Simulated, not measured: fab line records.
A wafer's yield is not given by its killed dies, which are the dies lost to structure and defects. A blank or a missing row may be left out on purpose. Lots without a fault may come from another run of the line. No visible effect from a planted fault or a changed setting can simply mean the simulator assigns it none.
Which of the tools did it? ; flow gf180mcu ; 24 lots with 72 wafers sampled at 6 steps, on a route of 602 steps

== WHAT EACH GAUGE READ, for each wafer ==
GF_M5_CD_MEAS_07 targets a cd of 280 nm. Usual: cd_nm reads 279.8 nm (standard deviation 0.98).
lot;measured;on;cd_nm (nm);flag
L074;day 26 14:42;cd_sem-01;281.0 280.9 280.1;
L075;day 26 23:07;cd_sem-02;280.0 280.2 279.2;
L076;day 27 07:15;cd_sem-01;278.4 279.1 277.6;
L077;day 27 07:09;cd_sem-02;279.5 279.7 279.1;
L078;day 27 22:20;cd_sem-01;281.1 280.6 280.1;
L079;day 28 00:27;cd_sem-01;279.7 277.8 278.0;
L080;day 28 11:44;cd_sem-01;280.1 281.9 280.1;
L081;day 28 19:39;cd_sem-02;280.9 281.0 281.4;
L082;day 28 22:54;cd_sem-01;279.9 279.6 279.0;
L083;day 29 01:31;cd_sem-02;280.3 281.6 281.5;
L084;day 29 14:11;cd_sem-01;278.9 280.1 279.4;
L085;day 29 17:54;cd_sem-02;281.7 279.6 280.9;
L086;day 30 01:21;cd_sem-01;278.8 278.5 278.1;
L087;day 30 06:27;cd_sem-01;280.1 279.9 281.2;
L088;day 30 17:45;cd_sem-01;278.2 279.1 279.9;
L089;day 31 02:00;cd_sem-02;280.2 279.4 280.6;
L090;day 31 10:41;cd_sem-01;279.0 278.5 278.8;
L091;day 31 12:22;cd_sem-01;279.3 279.4 279.9;
L092;day 31 16:23;cd_sem-02;279.8 280.5 280.8;
L093;day 32 02:33;cd_sem-01;278.9 278.9 280.1;
L094;day 32 03:51;cd_sem-01;277.5 279.9 279.1;
L095;day 32 09:31;cd_sem-01;279.0 280.0 279.4;
L096;day 33 01:14;cd_sem-02;280.5 279.9 279.7;
L097;day 33 02:12;cd_sem-01;278.4 279.3 278.7;

GF_TOP_METAL_RS_MEAS_05: the measuring method here is four-point-probe. Usual: TOP_METAL_ALCU_RS gives 0.0328 ohm/sq (standard deviation 0.0004).
lot;measured;on;TOP_METAL_ALCU_RS (ohm/sq);flag
L074;day 27 14:08;film_metro-04;0.0333 0.0332 0.0328;
L075;day 27 22:20;film_metro-01;0.0333 0.0326 0.0332;
L076;day 28 06:40;film_metro-03;0.0332 0.0330 0.0333;
L077;day 28 06:20;film_metro-01;0.0329 0.0330 0.0333;
L078;day 28 21:32;film_metro-01;0.0325 0.0320 0.0321;
L079;day 28 23:43;film_metro-04;0.0330 0.0321 0.0325;
L080;day 29 09:50;film_metro-04;0.0321 0.0327 0.0321;
L081;day 29 22:02;film_metro-04;0.0329 0.0328 0.0329;
L082;day 29 22:49;film_metro-03;0.0328 0.0329 0.0330;
L083;day 30 00:10;film_metro-01;0.0330 0.0330 0.0324;
L084;day 30 12:14;film_metro-01;0.0328 0.0334 0.0332;
L085;day 30 15:35;film_metro-03;0.0325 0.0321 0.0322;
L086;day 30 23:38;film_metro-01;0.0329 0.0332 0.0329;
L087;day 31 03:32;film_metro-04;0.0333 0.0333 0.0332;
L088;day 31 15:05;film_metro-04;0.0329 0.0329 0.0326;
L089;day 31 22:51;film_metro-04;0.0332 0.0333 0.0328;
L090;day 32 07:14;film_metro-04;0.0328 0.0324 0.0329;
L091;day 32 08:43;film_metro-04;0.0327 0.0329 0.0325;
L092;day 32 12:35;film_metro-03;0.0325 0.0326 0.0326;
L093;day 32 22:30;film_metro-04;0.0322 0.0323 0.0327;
L094;day 32 23:47;film_metro-01;0.0325 0.0329 0.0326;
L095;day 33 04:59;film_metro-01;0.0329 0.0331 0.0331;
L096;day 33 19:47;film_metro-01;0.0336 0.0334 0.0335;
L097;day 33 21:22;film_metro-04;0.0328 0.0325 0.0336;

== EACH LOT AND THE TOOL THAT RAN IT (in order: tool; ch and the chambers of the sampled wafers; start) ==
lot;GF_V4_ETCH_17;GF_MIM_METAL_ETCH_19;GF_M5_METAL_ETCH_10;GF_V5_ETCH_16
L074;rie_diel-04 ch 1,2,3, day 25 17:09 or earlier;rie_metal-02 ch 0,1, day 25 17:09;rie_metal-02 ch 0,1, day 26 14:53;rie_diel-04 ch 1,2,3, day 27 12:29
L075;rie_diel-01 ch 0,2,3, day 26 02:06 or earlier;rie_metal-04 ch 0,1, day 26 02:06;rie_metal-01 ch 0,1, day 26 23:16;rie_diel-04 ch 0,1,3, day 27 20:41
L076;rie_diel-02 ch 2,3, day 26 10:23 or earlier;rie_metal-03 ch 0,1, day 26 10:23;rie_metal-02 ch 0,1, day 27 07:26;rie_diel-04 ch 0,1, day 28 05:04
L077;rie_diel-04 ch 0,1,3, day 26 10:27 or earlier;rie_metal-04 ch 0,1, day 26 10:27;rie_metal-03 ch 0,1, day 27 07:19;rie_diel-01 ch 0,1,2, day 28 04:44
L078;rie_diel-02 ch 0,3, day 27 01:37 or earlier;rie_metal-03 ch 0,1, day 27 01:37;rie_metal-03 ch 0,1, day 27 22:31;rie_diel-03 ch 0,1,3, day 28 19:47
L079;rie_diel-04 ch 2,3, day 27 04:03 or earlier;rie_metal-03 ch 0,1, day 27 04:03;rie_metal-02 ch 0,1, day 28 00:37;rie_diel-01 ch 0,1,3, day 28 22:05
L080;rie_diel-02 ch 0,2,3, day 27 14:52 or earlier;rie_metal-04 ch 0,1, day 27 14:52;rie_metal-02 ch 0,1, day 28 11:55;rie_diel-01 ch 0,1, day 29 08:08
L081;rie_diel-02 ch 0,1,3, day 27 23:30 or earlier;rie_metal-04 ch 0,1, day 27 23:30;rie_metal-03 ch 0,1, day 28 19:49;rie_diel-04 ch 0,1,2, day 29 20:23
L082;rie_diel-02 ch 0,2, day 28 03:36 or earlier;rie_metal-04 ch 0,1, day 28 03:36;rie_metal-01 ch 0,1, day 28 23:05;rie_diel-04 ch 0,1, day 29 21:13
L083;rie_diel-04 ch 0,1,2, day 28 06:07 or earlier;rie_metal-03 ch 0,1, day 28 06:07;rie_metal-02 ch 1, day 29 01:46;rie_diel-03 ch 0,1,2, day 29 22:31
L084;rie_diel-02 ch 1,3, day 28 18:27 or earlier;rie_metal-04 ch 0,1, day 28 18:27;rie_metal-03 ch 0,1, day 29 14:22;rie_diel-01 ch 0,1,2, day 30 10:38
L085;rie_diel-02 ch 1,2,3, day 28 23:12 or earlier;rie_metal-04 ch 0, day 28 23:12;rie_metal-02 ch 1, day 29 18:05;rie_diel-01 ch 1,2, day 30 13:56
L086;rie_diel-02 ch 0,2,3, day 29 05:45 or earlier;rie_metal-03 ch 0,1, day 29 05:45;rie_metal-02 ch 1, day 30 01:31;rie_diel-03 ch 0,1,2, day 30 21:58
L087;rie_diel-02 ch 0,1,2, day 29 11:03 or earlier;rie_metal-04 ch 0,1, day 29 11:03;rie_metal-03 ch 0,1, day 30 06:37;rie_diel-01 ch 0,1, day 31 01:47
L088;rie_diel-02 ch 2,3, day 29 22:39 or earlier;rie_metal-04 ch 0,1, day 29 22:39;rie_metal-01 ch 0, day 30 17:56;rie_diel-01 ch 1,2, day 31 13:25
L089;rie_diel-02 ch 0,1,2, day 30 07:39 or earlier;rie_metal-04 ch 0,1, day 30 07:39;rie_metal-02 ch 0,1, day 31 02:10;rie_diel-03 ch 0,2,3, day 31 21:14
L090;rie_diel-02 ch 0,2,3, day 30 16:29 or earlier;rie_metal-02 ch 0,1, day 30 16:29;rie_metal-02 ch 0,1, day 31 10:52;rie_diel-04 ch 0,2, day 32 05:38
L091;rie_diel-02 ch 0,2,3, day 30 18:24 or earlier;rie_metal-03 ch 0,1, day 30 18:24;rie_metal-02 ch 0,1, day 31 12:33;rie_diel-01 ch 0,3, day 32 07:05
L092;rie_diel-02 ch 0,2,3, day 30 22:17 or earlier;rie_metal-02 ch 0,1, day 30 22:17;rie_metal-02 ch 0, day 31 16:34;rie_diel-04 ch 1,2,3, day 32 10:59
L093;rie_diel-01 ch 0,1,2, day 31 08:30 or earlier;rie_metal-04 ch 0,1, day 31 08:30;rie_metal-03 ch 1, day 32 02:45;rie_diel-01 ch 0,1,2, day 32 20:53
L094;rie_diel-04 ch 0,1,3, day 31 09:54 or earlier;rie_metal-03 ch 0,1, day 31 09:54;rie_metal-02 ch 0, day 32 04:02;rie_diel-03 ch 1,2,3, day 32 22:10
L095;rie_diel-02 ch 1,2,3, day 31 16:03 or earlier;rie_metal-03 ch 1, day 31 16:03;rie_metal-01 ch 0,1, day 32 09:41;rie_diel-04 ch 0,1,2, day 33 03:20
L096;rie_diel-04 ch 0,1, day 32 08:12 or earlier;rie_metal-02 ch 0, day 32 08:12;rie_metal-02 ch 0,1, day 33 01:25;rie_diel-04 ch 0,1,2, day 33 18:09
L097;rie_diel-01 ch 0,1,3, day 32 09:47 or earlier;rie_metal-04 ch 0,1, day 32 09:47;rie_metal-03 ch 0,1, day 33 02:22;rie_diel-01 ch 0,2,3, day 33 19:42
- GF_V4_ETCH_17: etches SiO2 in C4F8/O2/Ar, stops on TiN, target depth 630 nm.
- GF_MIM_METAL_ETCH_19: etches the open film in Cl2/BCl3, stops on Si3N4, target depth 324.5 nm, time 54.1 s.
- GF_M5_METAL_ETCH_10: etches the open film in Cl2/BCl3, stops on SiO2, target depth 750.8 nm, time 125.1 s.
- GF_V5_ETCH_16: etches BARC in N2/H2.

== AS READ BY THE TOOLS THEMSELVES (means over the sampled wafers that have a number; for cases with no such wafer, the mark the record gives instead) ==
GF_V4_ETCH_17. Usual: oes_product_au reads 0.856 a.u. (standard deviation 0.0045).
lot;tool;oes_product_au (a.u.);flag
L074;rie_diel-04;0.856;
L075;rie_diel-01;0.854;
L076;rie_diel-02;0.857;
L077;rie_diel-04;0.852;
L078;rie_diel-02;0.853;
L079;rie_diel-04;0.855;
L080;rie_diel-02;0.852;
L081;rie_diel-02;0.855;
L082;rie_diel-02;0.856;
L083;rie_diel-04;0.857;
L084;rie_diel-02;0.855;
L085;rie_diel-02;0.859;
L086;rie_diel-02;0.857;
L087;rie_diel-02;0.857;
L088;rie_diel-02;0.857;
L089;rie_diel-02;0.854;
L090;rie_diel-02;0.857;
L091;rie_diel-02;0.857;
L092;rie_diel-02;0.855;
L093;rie_diel-01;0.859;
L094;rie_diel-04;0.855;
L095;rie_diel-02;0.855;
L096;rie_diel-04;0.854;
L097;rie_diel-01;0.856;

GF_MIM_METAL_ETCH_19. Usual: drypump_motor_current_A 5.9 A, standard deviation 0.44; oes_product_au 0.942 a.u., standard deviation 0.0063; throttle_valve_pct 28.281 %, standard deviation 0.01.
lot;tool;drypump_motor_current_A (A);oes_product_au (a.u.);throttle_valve_pct (%);flag
L074;rie_metal-02;5.6;0.939;28.290;
L075;rie_metal-04;5.8;0.945;28.283;
L076;rie_metal-03;5.9;0.943;28.277;
L077;rie_metal-04;5.7;0.946;28.283;
L078;rie_metal-03;5.9;0.944;28.283;
L079;rie_metal-03;6.2;0.947;28.268;
L080;rie_metal-04;5.7;0.946;28.285;
L081;rie_metal-04;5.7;0.938;28.286;
L082;rie_metal-04;5.7;0.944;28.283;
L083;rie_metal-03;6.2;0.941;28.276;
L084;rie_metal-04;5.8;0.940;28.284;
L085;rie_metal-04;5.5;0.939;28.276;
L086;rie_metal-03;5.9;0.937;28.282;
L087;rie_metal-04;5.7;0.945;28.283;
L088;rie_metal-04;5.7;0.943;28.285;
L089;rie_metal-04;5.7;0.943;28.271;
L090;rie_metal-02;5.6;0.946;28.285;
L091;rie_metal-03;5.9;0.944;28.286;
L092;rie_metal-02;6.0;0.940;28.280;
L093;rie_metal-04;5.8;0.942;28.269;
L094;rie_metal-03;6.2;0.925;28.293;
L095;rie_metal-03;5.4;0.942;28.287;
L096;rie_metal-02;6.3;0.946;28.285;
L097;rie_metal-04;5.8;0.948;28.272;

GF_M5_METAL_ETCH_10. Usual: drypump_motor_current_A 5.9 A, standard deviation 0.53; oes_product_au 0.989 a.u., standard deviation 0.0056; throttle_valve_pct 28.231 %, standard deviation 0.0099.
lot;tool;drypump_motor_current_A (A);oes_product_au (a.u.);throttle_valve_pct (%);flag
L074;rie_metal-02;6.0;0.996;28.222;
L075;rie_metal-01;6.1;0.989;28.236;
L076;rie_metal-02;6.0;0.984;28.235;
L077;rie_metal-03;6.2;0.990;28.228;
L078;rie_metal-03;6.2;0.992;28.226;
L079;rie_metal-02;6.0;0.988;28.239;
L080;rie_metal-02;6.0;0.986;28.225;
L081;rie_metal-03;5.9;0.990;28.224;
L082;rie_metal-01;6.2;0.979;28.243;
L083;rie_metal-02;5.2;0.985;28.230;
L084;rie_metal-03;5.9;0.990;28.230;
L085;rie_metal-02;5.2;0.991;28.222;
L086;rie_metal-02;5.3;0.983;28.235;
L087;rie_metal-03;6.2;0.991;28.229;
L088;rie_metal-01;6.0;0.985;28.224;
L089;rie_metal-02;6.0;0.993;28.229;
L090;rie_metal-02;6.0;0.988;28.236;
L091;rie_metal-02;5.6;0.988;28.235;
L092;rie_metal-02;6.3;0.989;28.225;
L093;rie_metal-03;5.5;0.987;28.232;
L094;rie_metal-02;6.3;0.995;28.227;
L095;rie_metal-01;6.2;0.989;28.243;
L096;rie_metal-02;5.6;0.988;28.233;
L097;rie_metal-03;6.2;0.983;28.242;

GF_V5_ETCH_16. Usual: drypump_motor_current_A 5.5 A, standard deviation 0.33; oes_product_au 0.855 a.u., standard deviation 0.0045; throttle_valve_pct 13.225 %, standard deviation 0.0099.
lot;tool;drypump_motor_current_A (A);oes_product_au (a.u.);throttle_valve_pct (%);flag
L074;rie_diel-04;5.6;0.857;13.222;
L075;rie_diel-04;5.4;0.854;13.231;
L076;rie_diel-04;5.4;0.855;13.232;
L077;rie_diel-01;5.6;0.852;13.228;
L078;rie_diel-03;5.3;0.857;13.223;
L079;rie_diel-01;5.4;0.854;13.226;
L080;rie_diel-01;5.5;0.851;13.237;
L081;rie_diel-04;5.4;0.863;13.225;
L082;rie_diel-04;5.1;0.854;13.234;
L083;rie_diel-03;5.5;0.857;13.225;
L084;rie_diel-01;5.6;0.857;13.223;
L085;rie_diel-01;5.9;0.853;13.233;
L086;rie_diel-03;5.5;0.852;13.215;
L087;rie_diel-01;5.2;0.854;13.215;
L088;rie_diel-01;5.9;0.855;13.225;
L089;rie_diel-03;5.4;0.850;13.222;
L090;rie_diel-04;5.4;0.853;13.224;
L091;rie_diel-01;5.2;0.856;13.225;
L092;rie_diel-04;5.6;0.858;13.236;
L093;rie_diel-01;5.6;0.849;13.216;
L094;rie_diel-03;5.4;0.848;13.221;
L095;rie_diel-04;5.4;0.851;13.224;
L096;rie_diel-04;5.4;0.856;13.222;
L097;rie_diel-01;5.5;0.853;13.225;

== THE ANSWER, worked out from the rows above alone ==
Rule: a lot counts as off when the mean over its wafers that have a number is more than 3 standard deviations away from the usual mean. Also off: a lot with no number at a reading for which 4 or more lots have one. The other lots that the step has rows for count as sound. After the gauges, taken in route order, come the tools' own readings; for these a lot's mean is taken, as printed above. The first step at which some lot is off is used, and at that step the reading that is off furthest; a lot without a number counts as furthest.
None of the lots is off at any reading shown; this tells nothing.

== WHAT THE SIMULATOR PUT IN ==
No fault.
